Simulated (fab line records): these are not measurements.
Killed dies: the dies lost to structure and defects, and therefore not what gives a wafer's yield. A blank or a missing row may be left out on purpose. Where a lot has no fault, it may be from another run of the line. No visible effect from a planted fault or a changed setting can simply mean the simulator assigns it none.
Matching of chambers ; flow sky130 ; rie-diel-02 running SKY_VIA2_ETCH_14: 4 sister chambers
The step etches BARC in N2/H2, stops on SiO2, time 45.9 s, target depth 60 nm. 4 wafers are shown with their chamber, then 8 later ones without.

EACH WAFER AND ITS CHAMBER
wafer;chamber;rf-fwd-power-W (W)
L079.6;1;496.1
L080.6;2;493.5
L083.2;3;493.0
L085.3;0;495.1

WAFERS WHOSE CHAMBER IS MISSING
wafer;rf-fwd-power-W (W)
L085.4;493.0
L085.6;494.4
L086.3;497.4
L086.5;496.7
L086.6;495.9
L096.1;492.6
L096.5;496.4
L096.6;492.8

THE CHAMBER EACH PASSED THROUGH
wafer;from the rows above;in truth
L085.4;can't be placed: 3 or 2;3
L085.6;can't be placed: 0 or 2 or 3 or 1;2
L086.3;can't be placed: 1 or 0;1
L086.5;can't be placed: 1 or 0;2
L086.6;can't be placed: 1 or 0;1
L096.1;can't be placed: 3 or 2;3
L096.5;can't be placed: 1 or 0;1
L096.6;can't be placed: 3 or 2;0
0 of 8 placed correctly. From these rows, 8 cannot be placed; in 6 the true chamber is one of the candidates. Number placed wrongly: 0.
How it was worked out, from the rows above alone: a wafer's distance from a chamber is the root of the sum, over the readings, of the square of ((its reading less the chamber's mean) divided by the reading's scatter). The wafer belongs to the nearest chamber; if the next one is less than 2 further off, it can't be placed. The mean given for a chamber averages the wafers shown for that chamber. The scatter: with one shown wafer a chamber, the root of the mean of the squares of how far each hidden wafer lies from its nearest shown one.
